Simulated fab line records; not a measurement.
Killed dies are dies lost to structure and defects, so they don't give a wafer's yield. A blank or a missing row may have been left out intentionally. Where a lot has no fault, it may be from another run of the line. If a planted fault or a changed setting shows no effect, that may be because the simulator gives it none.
fab line records ; flow sky130
[record] lots = 6; wafers = 18; last_day = 50
route steps=708 shown NWELL@65 PAD_OPEN@708
lots untouched by any fault: they come from a run of this same line in which no faults occurred
start_h: start of the lot's first displayed wafer, in hours after the record's first day ; wait_h: how many hours have passed since the lot's step before this one ; " the same as in the row above ; L1.1+2: one row covering several wafers at once ; - either no value or no given start ; * or withheld: withheld ; < > ~ a bound
route shown NAME@n: NAME is a module with steps in the file, n the number in the route of the first one ; usual: the fault-free wafers' mean and standard deviation ; same: alike in all rows ; chamber/n: place in a boat ; sites: each site's reading ; _std_site: the standard deviation of these ; _edge_site: outer sites' mean less inner sites' ; radius_mm: for every site, how far away it sits from the centre of the wafer ; mask NAME#n: copy n ; behind: the last tool/chamber to shape the wafer ; hold: what put the lot on hold/how long, in hours/how the hold closed ; device: the n, p or np transistor that did not switch ; end of line: at the end of the route, the tests of the same wafers ; a step given without rows: its recipe and nothing more ; killed: not the wafer's yield, but the dies lost to structure and defects at the first sort ; map: per-die view of a wafer (x killed, . not killed, _ where there is no die)
set.NAME: the run value of the setting; set.NAME@STEP: its run value at that earlier step ; model.NAME: the simulator's own value behind a step, which no gauge read
lots at some steps of the route; a table a step, a row a wafer
services: when a tool's chamber went out of use (start_h, in hours from the record's first day, below 0 if earlier), for how many hours, and the reason
[[steps]]
[step SKY_NWELL_IMPLANT_12]
[recipe] species = P; energy_kev = 120; dose_cm2 = 1.3e+12; tilt_deg = withheld
[step SKY_NWELL_IMPLANT_13]
[recipe] species = P; energy_kev = 50; dose_cm2 = 7e+11; tilt_deg = withheld
[step SKY_NWELL_STRIP_14]
[recipe] chemistry = O2/N2; power_w = 1400; pressure_mtorr = 1500; platen_temp_c = withheld; o2_flow_sccm = 3000; n2_flow_sccm = 300; overash_fraction = 0.5
[usual] drypump_motor_current_A = 5.6/0.55; n2_flow_sccm = 300.1/0.86; oes_product_au = 0.723/0.0039; strip_time_to_endpoint_s = 36.92/0.12
lot.wafer;tool;chamber;start_h;wait_h;drypump_motor_current_A;n2_flow_sccm;oes_product_au;rf_hours_counter_h;strip_time_to_endpoint_s
L811.2;plasma_asher-01;1;100.74;0.1;4.8;300.8;0.727;30;36.98
L811.3;plasma_asher-01;0;100.74;0.1;5.7;300.1;0.729;-;36.92
L811.6;plasma_asher-01;0;100.74;0.1;5.7;301.7;0.724;-;36.86
L813.1;plasma_asher-01;0;114.51;0.1;5.7;301.1;0.717;31;36.90
L813.2;plasma_asher-01;1;114.51;0.1;4.8;300.6;0.719;31;37.00
L813.6;plasma_asher-01;1;114.51;0.1;4.8;298.9;0.725;-;36.93
L824.1;plasma_asher-03;0;178.26;0.1;6.3;299.4;0.716;47;36.81
L824.2;plasma_asher-03;1;178.26;0.1;5.8;299.8;0.725;47;37.00
L824.5;plasma_asher-03;0;178.26;0.1;6.3;300.3;0.724;-;36.95
L825.2;plasma_asher-03;0;193.01;0.1;6.3;299.5;0.714;49;37.10
L825.5;plasma_asher-03;0;193.01;0.1;6.3;299.8;0.720;-;37.01
L825.6;plasma_asher-03;1;193.01;0.1;5.8;299.6;0.725;-;36.91
L827.2;plasma_asher-01;1;204.53;0.1;4.9;299.0;0.728;41;37.01
L827.3;plasma_asher-01;1;204.53;0.1;4.8;299.4;0.725;-;36.91
L827.5;plasma_asher-01;0;204.53;0.1;5.7;299.9;0.729;-;37.07
L830.1;plasma_asher-03;1;215.51;0.1;5.8;301.2;0.716;51;36.76
L830.3;plasma_asher-03;1;215.51;0.1;5.8;299.7;0.714;-;36.69
L830.5;plasma_asher-03;1;215.51;0.1;5.8;299.6;0.727;-;36.92
[step SKY_NWELL_TW_MEAS_15]
[usual] NWELL_TW = 1820/15
lot.wafer;tool;chamber;start_h;wait_h;NWELL_TW
L811.2;film_metro-04;-;100.85;0.1;1844
L811.3;film_metro-04;-;100.85;0.1;1829
L811.6;film_metro-04;-;100.85;0.1;1834
L813.1;film_metro-02;-;114.61;0.1;1812
L813.2;film_metro-02;-;114.61;0.1;1816
L813.6;film_metro-02;-;114.61;0.1;1814
L824.1;film_metro-02;-;178.36;0.1;1804
L824.2;film_metro-02;-;178.36;0.1;1788
L824.5;film_metro-02;-;178.36;0.1;1794
L825.2;film_metro-02;-;193.12;0.1;1809
L825.5;film_metro-02;-;193.12;0.1;1806
L825.6;film_metro-02;-;193.12;0.1;1812
L827.2;film_metro-04;-;204.64;0.1;1824
L827.3;film_metro-04;-;204.64;0.1;1836
L827.5;film_metro-04;-;204.64;0.1;1839
L830.1;film_metro-03;-;215.61;0.1;1843
L830.3;film_metro-03;-;215.61;0.1;1829
L830.5;film_metro-03;-;215.61;0.1;1831
[step SKY_NWELL_DEHYDRATE_16]
[recipe] temp_c = 200; time_s = 60
[step SKY_NWELL_HMDS_17]
[recipe] prime_time_s = 60; prime_temp_c = 120
[step SKY_NWELL_COAT_18]
[recipe] spin_rpm = 2000; resist_thk_nm = 3000
[step SKY_NWELL_SOFTBAKE_19]
[recipe] temp_c = 110; time_s = withheld
[step SKY_NWELL_EXPOSE_20]
[recipe] mask_id = NWM_COMPLEMENT; na = 0.6; source_shape = conventional; sigma_outer = 0.6; polarization = unpolarized; target_cd_nm = 840; dose_mj = 260
[step SKY_NWELL_PEB_21]
[recipe] temp_c = 115; time_s = withheld
[step SKY_NWELL_DEVELOP_22]
[recipe] wall_angle_deg = 90; developer = TMAH; develop_time_s = 60; dev_temp_c = 23
[step SKY_NWELL_OVL_MEAS_23]
[usual] NWELL_01_OVL = -0.3/1.4
lot.wafer;tool;chamber;start_h;wait_h;NWELL_01_OVL[nm]
L811.2;overlay-02;-;118.38;-;-1.2
L811.3;overlay-02;-;118.38;-;0.3
L811.6;overlay-02;-;118.38;-;0.5
L813.1;overlay-02;-;131.58;-;0.2
L813.2;overlay-02;-;131.58;-;0.4
L813.6;overlay-02;-;131.58;-;1.2
L824.1;overlay-02;-;199.60;-;-1.4
L824.2;overlay-02;-;199.60;-;-2.2
L824.5;overlay-02;-;199.60;-;0.4
L825.2;overlay-01;-;214.68;-;0.2
L825.5;overlay-01;-;214.68;-;0.5
L825.6;overlay-01;-;214.68;-;-0.8
L827.2;overlay-01;-;227.13;-;-1.5
L827.3;overlay-01;-;227.13;-;-1.2
L827.5;overlay-01;-;227.13;-;0.1
L830.1;overlay-02;-;237.98;-;0.3
L830.3;overlay-02;-;237.98;-;0.2
L830.5;overlay-02;-;237.98;-;-1.5
[step SKY_NWELL_IMPLANT_24]
[recipe] species = B; energy_kev = 140; dose_cm2 = 9.2e+12; tilt_deg = withheld
[usual] beam_energy_keV = 139.99/0.047
lot.wafer;tool;chamber;start_h;wait_h;beam_energy_keV;model.implant.drp_nm
L811.2;implanter-03;0;118.44;0.0;140.02;95.47
L811.3;implanter-03;0;118.44;0.0;140.03;95.47
L811.6;implanter-03;0;118.44;0.0;140.06;95.47
L813.1;implanter-04;0;131.61;0.0;139.99;95.47
L813.2;implanter-04;0;131.61;0.0;139.99;95.47
L813.6;implanter-04;0;131.61;0.0;139.98;95.47
L824.1;implanter-03;0;199.64;0.0;101.91;83.89
L824.2;implanter-03;0;199.64;0.0;101.80;83.89
L824.5;implanter-03;0;199.64;0.0;101.88;83.89
L825.2;implanter-03;0;214.73;0.0;101.79;83.89
L825.5;implanter-03;0;214.73;0.0;101.88;83.89
L825.6;implanter-03;0;214.73;0.0;101.80;83.89
L827.2;implanter-04;0;227.19;0.0;139.91;95.47
L827.3;implanter-04;0;227.19;0.0;139.95;95.47
L827.5;implanter-04;0;227.19;0.0;139.95;95.47
L830.1;implanter-04;0;238.01;0.0;140.00;95.47
L830.3;implanter-04;0;238.01;0.0;140.01;95.47
L830.5;implanter-04;0;238.01;0.0;140.01;95.47
[step SKY_NWELL_STRIP_25]
[recipe] chemistry = O2/N2; power_w = 1400; pressure_mtorr = 1500; platen_temp_c = withheld; o2_flow_sccm = 3000; n2_flow_sccm = 300; overash_fraction = 0.5
[usual] drypump_motor_current_A = 5.5/0.54; n2_flow_sccm = 300.0/0.93; oes_product_au = 0.722/0.0045; strip_time_to_endpoint_s = 36.90/0.1
lot.wafer;tool;chamber;start_h;wait_h;drypump_motor_current_A;n2_flow_sccm;oes_product_au;rf_hours_counter_h;strip_time_to_endpoint_s
L811.2;plasma_asher-01;1;118.56;0.1;4.8;302.6;0.723;32;36.99
L811.3;plasma_asher-01;1;118.56;0.1;4.9;299.8;0.715;-;36.84
L811.6;plasma_asher-01;1;118.56;0.1;4.8;300.9;0.725;-;36.86
L813.1;plasma_asher-03;1;131.76;0.1;5.8;298.3;0.719;43;36.96
L813.2;plasma_asher-03;0;131.76;0.1;6.4;300.5;0.717;43;37.01
L813.6;plasma_asher-03;1;131.76;0.1;5.8;301.1;0.724;-;36.94
L824.1;plasma_asher-04;1;199.79;0.1;4.9;300.7;0.727;52;37.01
L824.2;plasma_asher-04;0;199.79;0.1;5.2;299.7;0.719;52;37.02
L824.5;plasma_asher-04;1;199.79;0.1;4.9;299.2;0.720;-;36.88
L825.2;plasma_asher-01;0;214.86;0.1;5.7;298.7;0.724;41;36.82
L825.5;plasma_asher-01;1;214.86;0.1;4.8;299.5;0.722;-;36.95
L825.6;plasma_asher-01;0;214.86;0.1;5.7;300.0;0.718;-;37.04
L827.2;plasma_asher-01;1;227.31;0.1;4.8;301.0;0.726;43;36.88
L827.3;plasma_asher-01;0;227.31;0.1;5.7;300.3;0.715;-;36.83
L827.5;plasma_asher-01;1;227.31;0.1;4.8;299.0;0.720;-;36.84
L830.1;plasma_asher-01;0;238.16;0.1;5.7;300.3;0.722;44;36.94
L830.3;plasma_asher-01;1;238.16;0.1;4.9;298.7;0.725;-;36.88
L830.5;plasma_asher-01;0;238.16;0.1;5.7;299.3;0.721;-;36.80
[step SKY_NWELL_TW_MEAS_26]
[usual] NWELL_2_TW = 496/3.9
lot.wafer;tool;chamber;start_h;wait_h;NWELL_2_TW
L811.2;film_metro-02;-;118.67;0.1;494
L811.3;film_metro-02;-;118.67;0.1;492
L811.6;film_metro-02;-;118.67;0.1;493
L813.1;film_metro-03;-;131.86;0.1;501
L813.2;film_metro-03;-;131.86;0.1;500
L813.6;film_metro-03;-;131.86;0.1;498
L824.1;film_metro-02;-;199.89;0.1;480
L824.2;film_metro-02;-;199.89;0.1;481
L824.5;film_metro-02;-;199.89;0.1;479
L825.2;film_metro-03;-;214.97;0.1;488
L825.5;film_metro-03;-;214.97;0.1;486
L825.6;film_metro-03;-;214.97;0.1;490
L827.2;film_metro-02;-;227.42;0.1;491
L827.3;film_metro-02;-;227.42;0.1;491
L827.5;film_metro-02;-;227.42;0.1;495
L830.1;film_metro-03;-;238.26;0.1;500
L830.3;film_metro-03;-;238.26;0.1;500
L830.5;film_metro-03;-;238.26;0.1;502
[step SKY_NWELL_CLEAN_27]
[recipe] chemistry = SC1/SC2; mix = 1:4:20; temp_c = 70; time_s = 150; dry = n2_spin
[step SKY_PAD_OPEN_PROBE_99]
[usual] killed_at_M0_to_M3 = 44/7.4; killed_at_M4_up = 3.1/1.8; killed_at_contacts = 25/6; killed_at_front_end = 15/4.4; killed_at_other = 0.3/0.49; killed_dies = 88/10; killed_open = 48/7.4; killed_short = 39/6.3
[same] gross_dies = 492; killed_at_back_side = 0
lot.wafer;tool;chamber;start_h;wait_h;killed_at_M0_to_M3;killed_at_M4_up;killed_at_contacts;killed_at_front_end;killed_at_other;killed_dies;killed_open;killed_short;model.etest.pfet_16v.r_on_ohm_um;model.etest.res_iso_pwell.rs_ohm_sq;model.etest.res_iso_pwell.line_ohm_um;model.etest.nfet_16v.r_on_ohm_um;model.etest.pfet_16v.drive_ua_um;model.etest.tip_n_5v.rs_ohm_sq;model.etest.res_iso_pwell.width_nm;model.etest.res_nwell.line_ohm_um
L811.2;prober-01;-;1097.95;0.1;47;2;24;26;0;99;58;41;1.528e+04;2935;1112;1.4e+04;241.2;1365;2658;1238
L811.3;prober-01;-;1098.00;0.2;50;4;15;13;0;82;42;40;1.508e+04;2846;1086;1.385e+04;243.2;1362;2672;1211
L811.6;prober-01;-;1098.15;0.2;56;1;34;18;0;109;57;52;1.534e+04;2928;1094;1.403e+04;236.7;1369;2659;1214
L813.1;prober-01;-;1111.59;0.1;40;4;33;20;0;97;53;44;1.495e+04;2987;1124;1.427e+04;247.3;1397;2630;1040
L813.2;prober-01;-;1111.64;0.1;47;3;24;16;0;90;49;41;1.514e+04;3078;1157;1.432e+04;245.7;1394;2631;1051
L813.6;prober-01;-;1111.84;0.2;35;0;32;19;0;86;51;35;1.492e+04;2979;1124;1.41e+04;250.4;1392;2631;1052
L824.1;prober-02;-;1178.30;0.1;49;5;19;9;0;82;51;31;3.207e+04;1.697e+04;6767;1.503e+04;78.99;1511;2512;979.8
L824.2;prober-02;-;1178.35;0.1;44;3;27;17;0;91;41;50;2.866e+04;1.392e+04;5500;1.514e+04;93.56;1507;2513;964.6
L824.5;prober-02;-;1178.50;0.2;35;2;14;18;0;69;32;37;2.772e+04;1.328e+04;5136;1.517e+04;97.6;1508;2530;964.9
L825.2;prober-01;-;1184.70;0.1;31;6;22;19;0;78;44;34;4.365e+04;3.09e+04;1.246e+04;1.508e+04;56.09;1552;2485;1021
L825.5;prober-01;-;1184.85;0.2;35;1;26;20;0;82;47;35;4.4e+04;3.186e+04;1.252e+04;1.48e+04;55.54;1562;2464;1039
L825.6;prober-01;-;1184.90;0.2;50;2;17;15;0;84;47;37;3.926e+04;2.515e+04;1.015e+04;1.483e+04;63.95;1562;2503;1018
L827.2;prober-01;-;1199.21;0.1;44;4;23;15;0;86;43;42;1.522e+04;3004;1120;1.424e+04;243.5;1433;2655;1132
L827.3;prober-01;-;1199.26;0.2;37;3;27;18;0;85;42;42;1.535e+04;3070;1159;1.426e+04;242;1435;2655;1154
L827.5;prober-01;-;1199.36;0.2;43;0;30;18;1;92;53;38;1.494e+04;2876;1088;1.413e+04;246;1428;2653;1134
L830.1;prober-02;-;1207.81;0.1;42;4;19;16;0;81;46;35;1.632e+04;3918;1511;1.427e+04;233.9;1414;2628;1174
L830.3;prober-02;-;1207.91;0.2;48;5;15;15;1;84;49;35;1.556e+04;3458;1292;1.409e+04;243.9;1410;2625;1144
L830.5;prober-02;-;1208.01;0.2;37;2;28;15;0;82;54;28;1.539e+04;3458;1320;1.4e+04;250.1;1404;2638;1126
// killed by level:class
L811.2 CONTACT:geometric_particle:open=11 VIA3:geometric_particle:open=10 LI_CONTACT:geometric_particle:open=9 FIELD_ISO:geometric_particle:short=8 VIA1:geometric_particle:open=8 POLY_GATE:geometric_particle:open=7 VIA1:geometric_particle:short=7 POLY_GATE:geometric_particle:short=5
L811.3 VIA1:geometric_particle:open=10 METAL1:geometric_particle:short=9 VIA3:geometric_particle:open=7 VIA2:geometric_particle:open=5 FIELD_ISO:geometric_particle:open=4 VIA1:geometric_particle:short=4 CONTACT:geometric_particle:short=4 POLY_GATE:geometric_particle:open=3
L811.6 VIA1:geometric_particle:open=16 CONTACT:geometric_particle:open=11 LOCAL_INTERCONNECT:geometric_particle:short=10 VIA3:geometric_particle:open=9 METAL2:geometric_particle:short=8 LI_CONTACT:geometric_particle:open=7 METAL1:geometric_particle:short=7 POLY_GATE:geometric_particle:short=6
L813.1 LI_CONTACT:geometric_particle:open=11 VIA1:geometric_particle:open=11 CONTACT:geometric_particle:open=9 LOCAL_INTERCONNECT:geometric_particle:short=7 FIELD_ISO:geometric_particle:short=6 METAL2:geometric_particle:short=6 POLY_GATE:geometric_particle:short=5 VIA1:geometric_particle:short=5
L813.2 VIA1:geometric_particle:open=14 VIA2:geometric_particle:open=9 VIA1:geometric_particle:short=8 LI_CONTACT:geometric_particle:open=6 CONTACT:geometric_particle:short=6 VIA3:geometric_particle:open=6 FIELD_ISO:geometric_particle:open=5 LI_CONTACT:geometric_particle:short=5
L813.6 CONTACT:geometric_particle:open=17 VIA1:geometric_particle:open=12 FIELD_ISO:geometric_particle:short=6 LI_CONTACT:geometric_particle:open=5 LOCAL_INTERCONNECT:geometric_particle:short=5 METAL3:geometric_particle:short=5 VIA3:geometric_particle:open=5 FIELD_ISO:geometric_particle:open=4
L824.1 VIA2:geometric_particle:open=10 VIA1:geometric_particle:open=9 VIA3:geometric_particle:open=8 LI_CONTACT:geometric_particle:open=7 METAL3:geometric_particle:short=4 POLY_GATE:geometric_particle:open=4 METAL2:geometric_particle:short=4 CONTACT:geometric_particle:short=4
L824.2 LI_CONTACT:geometric_particle:open=10 CONTACT:geometric_particle:open=9 VIA1:geometric_particle:open=8 POLY_GATE:geometric_particle:short=7 METAL1:geometric_particle:short=6 VIA3:geometric_particle:short=6 METAL2:geometric_particle:short=6 FIELD_ISO:geometric_particle:short=5
L824.5 FIELD_ISO:geometric_particle:short=7 VIA2:geometric_particle:open=7 METAL1:geometric_particle:short=7 VIA1:geometric_particle:open=5 CONTACT:geometric_particle:open=5 METAL3:geometric_particle:short=5 LI_CONTACT:geometric_particle:short=3 POLY_GATE:geometric_particle:short=3
L825.2 FIELD_ISO:geometric_particle:short=7 LI_CONTACT:geometric_particle:open=7 CONTACT:geometric_particle:open=7 FIELD_ISO:geometric_particle:open=6 VIA3:geometric_particle:open=6 LI_CONTACT:geometric_particle:short=5 VIA1:geometric_particle:open=5 VIA2:geometric_particle:open=5
L825.5 CONTACT:geometric_particle:open=9 VIA2:geometric_particle:open=8 FIELD_ISO:geometric_particle:short=7 LI_CONTACT:geometric_particle:open=7 LI_CONTACT:geometric_particle:short=6 POLY_GATE:geometric_particle:open=6 VIA1:geometric_particle:open=6 METAL2:geometric_particle:short=6
L825.6 VIA1:geometric_particle:open=11 VIA2:geometric_particle:open=11 CONTACT:geometric_particle:open=9 VIA1:geometric_particle:short=8 METAL1:geometric_particle:short=6 FIELD_ISO:geometric_particle:short=5 LI_CONTACT:geometric_particle:open=4 VIA3:geometric_particle:open=4
L827.2 VIA1:geometric_particle:open=9 VIA3:geometric_particle:open=9 POLY_GATE:geometric_particle:short=6 LOCAL_INTERCONNECT:geometric_particle:short=6 VIA2:geometric_particle:short=5 VIA2:geometric_particle:open=5 LI_CONTACT:geometric_particle:open=4 CONTACT:geometric_particle:short=4
L827.3 POLY_GATE:geometric_particle:open=8 VIA2:geometric_particle:open=8 LI_CONTACT:geometric_particle:open=7 CONTACT:geometric_particle:open=7 VIA1:geometric_particle:short=6 CONTACT:geometric_particle:short=6 FIELD_ISO:geometric_particle:short=5 METAL1:geometric_particle:short=5
L827.5 CONTACT:geometric_particle:open=16 VIA1:geometric_particle:open=9 METAL1:geometric_particle:short=7 VIA2:geometric_particle:open=7 FIELD_ISO:geometric_particle:short=5 LI_CONTACT:geometric_particle:open=5 CONTACT:geometric_particle:short=5 VIA2:geometric_particle:short=5
L830.1 VIA1:geometric_particle:open=13 CONTACT:geometric_particle:open=8 VIA2:geometric_particle:short=6 VIA2:geometric_particle:open=5 VIA3:geometric_particle:short=5 POLY_GATE:geometric_particle:open=4 POLY_GATE:geometric_particle:short=4 METAL2:geometric_particle:short=4
L830.3 VIA1:geometric_particle:open=12 VIA3:geometric_particle:open=11 VIA1:geometric_particle:short=6 FIELD_ISO:geometric_particle:short=5 LI_CONTACT:geometric_particle:open=5 VIA2:geometric_particle:open=5 CONTACT:geometric_particle:open=4 METAL1:geometric_particle:short=4
L830.5 CONTACT:geometric_particle:open=11 FIELD_ISO:geometric_particle:open=8 VIA3:geometric_particle:open=8 VIA2:geometric_particle:open=6 LOCAL_INTERCONNECT:geometric_particle:short=5 METAL1:geometric_particle:short=5 VIA1:geometric_particle:open=5 VIA1:geometric_particle:short=5
[[services]]
tool;chamber;start_h;hours;kind
implanter-03;-;123.27;5.1;repair
implanter-03;-;141.47;2.1;repair
plasma_asher-04;-;154.32;3.3;repair
implanter-04;-;174.49;5.6;pm
implanter-04;-;182.99;5.7;repair
implanter-04;-;185.94;1.0;repair
implanter-04;-;190.07;1.7;repair
implanter-04;-;208.75;2.8;repair
implanter-04;-;215.03;2.5;repair
implanter-04;-;228.86;5.2;repair
plasma_asher-04;-;231.91;2.8;repair
plasma_asher-03;-;232.14;2.8;pm
implanter-04;-;233.69;3.2;repair
[[key]]
[first_sign] step = SKY_NWELL_IMPLANT_24; reading = beam_energy_keV; direction = down; sigmas = 99+; usual = *; struck = *
[effect] step = SKY_NWELL_TW_MEAS_26; reading = NWELL_2_TW; direction = down; sigmas = 3.1; usual = 496; struck = 484
[model_effect] step = SKY_NWELL_IMPLANT_24; value = implant.drp_nm; without = 95.47; struck = 83.89
[model_effect] step = SKY_PAD_OPEN_PROBE_99; value = etest.pfet_16v.r_on_ohm_um; without = 1.498e+04; struck = 3.589e+04
met_at SKY_NWELL_IMPLANT_24
struck_wafers L824.1,L824.2,L824.5,L825.2,L825.5,L825.6
tester_left_out L824,L825
onset_between 118.44 199.64
[fault] kind = process_parameter_drift; tool = implanter-03; chamber = -; onset_h = 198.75; steps = SKY_NWELL_IMPLANT_24; channel = energy_kev; offset = *; shape = step; end_h = 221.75; acts_in = *; stated = *
// tester_left_out: of these lots the tester's yield and bins aren't shown, on N5 and GAA mostly nor the transistor test; their killed dies are dies lost to structure and defects alone, not to doping, threshold or leakage, so they don't give the yield
